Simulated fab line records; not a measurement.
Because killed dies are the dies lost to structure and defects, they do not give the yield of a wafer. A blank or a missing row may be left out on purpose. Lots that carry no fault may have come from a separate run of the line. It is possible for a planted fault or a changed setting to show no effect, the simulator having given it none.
Chamber matching	flow sky130	SKY_SPACER_ETCHBACK_02 on rie-diel-04: 4 sister chambers
The step etches Si3N4 in CH3F/O2, stops on SiO2, time 46.7 s, target depth 45 nm. 4 wafers are shown with their chamber, then 7 later ones without.

## WAFERS, EACH WITH ITS CHAMBER
wafer	chamber	drypump-motor-current-A (A)
L343.2	3	6.26
L343.4	1	6.11
L347.1	0	5.57
L347.3	2	5.38

## WAFERS WHOSE CHAMBER IS MISSING
wafer	drypump-motor-current-A (A)
L347.5	5.60
L350.2	6.25
L350.3	6.11
L350.4	5.55
L356.3	6.08
L356.4	6.28
L356.5	5.55

## EACH ONE'S CHAMBER
wafer	from the rows above	in truth
L347.5	0	0
L350.2	3	3
L350.3	1	1
L350.4	0	0
L356.3	1	1
L356.4	3	3
L356.5	0	0
7 of 7 placed correctly. Number that these rows cannot place: 0. Placed wrongly: 0.
How it was worked out, from the rows above alone: a wafer's distance from a chamber is the root of the sum, over the readings, of the square of ((its reading less the chamber's mean) divided by the reading's scatter). The wafer belongs to the nearest chamber; if the next one is less than 2 further off, it can't be placed. A chamber's mean is the mean of its shown wafers. The scatter (one wafer shown for each chamber): square how far every hidden wafer sits from the nearest shown wafer, average those squares and take the square root.
